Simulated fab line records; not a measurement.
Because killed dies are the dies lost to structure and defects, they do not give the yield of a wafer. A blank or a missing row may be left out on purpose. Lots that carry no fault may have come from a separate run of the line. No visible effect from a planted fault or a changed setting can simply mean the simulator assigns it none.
fab line records    flow gf180mcu
[record] lots = 10  wafers = 29  lastDay = 34
route steps=602 shown STI@15
lots with no fault: from the same line, run without faults
startH: start of the lot's first displayed wafer, in hours after the record's first day    waitH: how many hours have passed since the lot's step before this one    " as in the row above    L1.1+2: a row that stands for several wafers    - no value, or no start given    * or withheld: withheld    < > ~ a bound
route shown NAME@n: a module of which the file shows steps, and the number in the route of the first    usual: mean and standard deviation over wafers with no fault    same: alike in all rows    chamber/n: place in a boat    sites: each site's reading    _std_site: standard deviation across them    _edge_site: the outer-site mean with the inner-site mean subtracted    radiusMm: for every site, how far away it sits from the centre of the wafer    mask NAME#n: copy n    behind: the most recent tool/chamber to have shaped the wafer    hold: the reason the lot was held/the length of the hold in hours/how it ended    device: the n, p or np transistor that did not switch    end of line: the same wafers' tests at the end of the route    a step with no rows: only its recipe    killed: dies lost to structure and defects at the first sort, not the wafer's yield    map: shows each die of a wafer: x if killed, . if not, _ if none is there
set.NAME: the run value of the setting; set.NAME@STEP: its run value at that earlier step    model.NAME: the simulator's own value behind a step, which no gauge read
route steps across a sampled set of lots; one table per step, one row per wafer
services: when a tool's chamber went out of use (startH, in hours from the record's first day, below 0 if earlier), for how many hours, and the reason
[[steps]]
[step GF_STI_ETCH_14]
[recipe] target = Si  chemistry = HBr/Cl2/O2  targetDepthNm = 360  icpW = 600  biasW = 150  pressureMtorr = 15  HBr_flow_sccm = 150  Cl2_flow_sccm = 40  O2_flow_sccm = 6  timeS = 102.9
[usual] drypumpMotorCurrentA = 5.55/0.23  oesProductAu = 1.007/0.011  runLengthS = 131.2/0.45  throttleValvePct = 25.652/0.011
lot.wafer  tool      chamber  startH  waitH  drypumpMotorCurrentA  oesProductAu  rfHoursCounterH  runLengthS  throttleValvePct
L475.3     rieSi-02  2        25.56   0.0    5.59                  1.016         82               131.1       25.643
L475.4     "         1        "       "      5.57                  1.012         1                130.9       25.638
L475.5     "         3        "       "      5.87                  0.997         -                131.4       25.667
L476.3     rieSi-02  1        30.46   0.0    5.57                  1.023         1                131.2       25.653
L476.5     "         1        "       "      5.56                  1.014         -                130.8       25.642
L476.6     "         0        "       "      5.22                  1.007         -                131.5       25.644
L478.2     rieSi-02  1        41.65   0.0    5.60                  1.022         1                131.0       25.634
L478.6     "         0        "       "      5.22                  1.008         -                87.6        25.662
L483.2     rieSi-02  0        68.69   0.0    5.21                  1.005         1                131.5       25.661
L483.3     "         2        "       "      5.60                  1.010         83               86.9        25.657
L483.5     "         3        "       "      5.83                  1.005         -                131.9       25.658
L487.3     rieSi-01  2        93.11   0.0    5.55                  0.991         44               131.7       25.651
L487.4     "         3        "       "      5.11                  1.024         78               130.6       25.655
L487.5     "         1        "       "      5.77                  1.000         -                130.4       25.652
L489.1     rieSi-01  3        100.06  0.0    5.10                  1.024         79               131.2       25.634
L489.4     "         2        "       "      5.55                  1.001         44               131.6       25.654
L489.6     "         2        "       "      5.57                  1.000         -                131.6       25.667
L494.1     rieSi-01  0        123.66  0.0    5.57                  1.008         40               131.6       25.656
L494.2     "         3        "       "      5.14                  1.022         79               131.3       25.668
L494.4     "         1        "       "      5.73                  1.009         20               130.6       25.646
L496.3     rieSi-02  3        133.26  0.0    5.85                  1.015         4                131.5       25.653
L496.4     "         0        "       "      5.21                  0.994         2                131.8       25.663
L496.6     "         0        "       "      5.21                  0.997         -                131.4       25.638
L497.1     rieSi-02  1        139.01  0.0    5.52                  1.022         2                130.7       25.645
L497.4     "         0        "       "      5.21                  1.006         2                131.9       25.654
L497.5     "         2        "       "      5.62                  1.013         -                130.9       25.635
L498.1     rieSi-01  0        145.11  0.0    5.56                  1.008         40               131.7       25.644
L498.2     "         3        "       "      5.15                  1.028         79               130.8       25.636
L498.6     "         2        "       "      5.54                  0.996         -                131.3       25.655
[step GF_STI_STRIP_15]
[recipe] chemistry = O2/N2  powerW = 1400  pressureMtorr = 1500  platenTempC = 250  o2FlowSccm = 3000  n2FlowSccm = 300  overashFraction = 0.5
[usual] drypumpMotorCurrentA = 5.4/0.55  heaterPowerW = 320/43  oesProductAu = 0.384/0.0047  stripTimeToEndpointS = 3.72/0.06
lot.wafer  tool            chamber  startH  waitH  drypumpMotorCurrentA  heaterPowerW  oesProductAu  rfHoursCounterH  stripTimeToEndpointS
L475.3     plasmaAsher-01  0        25.66   0.1    4.8                   331           0.389         -                3.72
L475.4     "               1        "       "      5.7                   266           0.384         -                3.66
L475.5     "               1        "       "      5.7                   269           0.387         -                3.78
L476.3     plasmaAsher-04  1        30.57   0.1    4.8                   291           0.389         -                3.70
L476.5     "               0        "       "      6.1                   309           0.382         -                3.63
L476.6     "               1        "       "      4.7                   295           0.378         -                3.67
L478.2     plasmaAsher-04  1        41.72   0.0    4.8                   286           0.386         24               3.67
L478.6     "               0        "       "      6.0                   311           0.408         -                4.21
L483.2     plasmaAsher-03  0        68.77   0.0    5.7                   424           0.383         42               3.64
L483.3     "               0        "       "      5.7                   443           0.411         -                4.18
L483.5     "               1        "       "      5.5                   330           0.390         -                3.71
L487.3     plasmaAsher-01  0        93.22   0.1    4.8                   331           0.387         -                3.81
L487.4     "               1        "       "      5.7                   262           0.384         -                3.70
L487.5     "               0        "       "      4.8                   339           0.389         -                3.76
L489.1     plasmaAsher-04  0        100.13  0.0    6.1                   321           0.376         31               3.64
L489.4     "               1        "       "      4.8                   303           0.381         -                3.75
L489.6     "               1        "       "      4.8                   298           0.372         -                3.68
L494.1     plasmaAsher-04  0        123.73  0.0    6.1                   304           0.377         33               3.73
L494.2     "               1        "       "      4.8                   306           0.374         33               3.69
L494.4     "               1        "       "      4.7                   295           0.390         -                3.76
L496.3     plasmaAsher-04  0        133.36  0.1    6.1                   311           0.386         -                3.72
L496.4     "               1        "       "      4.8                   290           0.384         -                3.71
L496.6     "               1        "       "      4.8                   289           0.380         -                3.69
L497.1     plasmaAsher-04  0        139.08  0.0    6.1                   313           0.386         35               3.66
L497.4     "               0        "       "      6.0                   307           0.384         -                3.77
L497.5     "               1        "       "      4.7                   302           0.384         -                3.69
L498.1     plasmaAsher-03  0        145.18  0.0    5.7                   427           0.388         51               3.82
L498.2     "               1        "       "      5.5                   333           0.384         51               3.77
L498.6     "               1        "       "      5.5                   338           0.380         -                3.82
[[services]]
tool            chamber  startH  hours  kind
plasmaAsher-04  -        22.83   4.2    repair
plasmaAsher-03  -        46.36   1.2    repair
rieSi-02        3        59.74   2.5    repair
plasmaAsher-01  -        108.75  9.0    pm
plasmaAsher-01  0        108.75  9.0    ventCycle
plasmaAsher-01  1        108.75  9.0    ventCycle
plasmaAsher-01  0        117.75  -      clean
plasmaAsher-01  1        117.75  -      clean
rieSi-02        -        124.09  4.0    pm
rieSi-01        -        130.52  2.8    pm
[[key]]
[firstSign] step = GF_STI_ETCH_14  reading = runLengthS  direction = down  sigmas = 98  usual = *  struck = *
[effect] step = GF_STI_STRIP_15  reading = stripTimeToEndpointS  direction = up  sigmas = 7.9  usual = *  struck = *
metAt GF_STI_ETCH_14
struckLots L478,L483
struckWafers L478.6,L483.3
sortLeftOut L478.6,L483.3
testerLeftOut L478,L483
onsetBetween 30.46 41.65
[fault] kind = processParameterDrift  tool = rieSi-02  chamber = -  onsetH = 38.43  steps = GF_STI_ETCH_14  channel = timeS  offset = *  shape = step  endH = 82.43  scope = struckWafersOnly  actsIn = *  stated = *
// testerLeftOut: of these lots the tester's yield and bins aren't shown, on N5 and GAA mostly nor the transistor test; their killed dies are dies lost to structure and defects alone, not to doping, threshold or leakage, so they don't give the yield
// sortLeftOut: the simulated sort isn't trusted on such a fault, so these wafers' sort isn't shown, and their yield isn't known
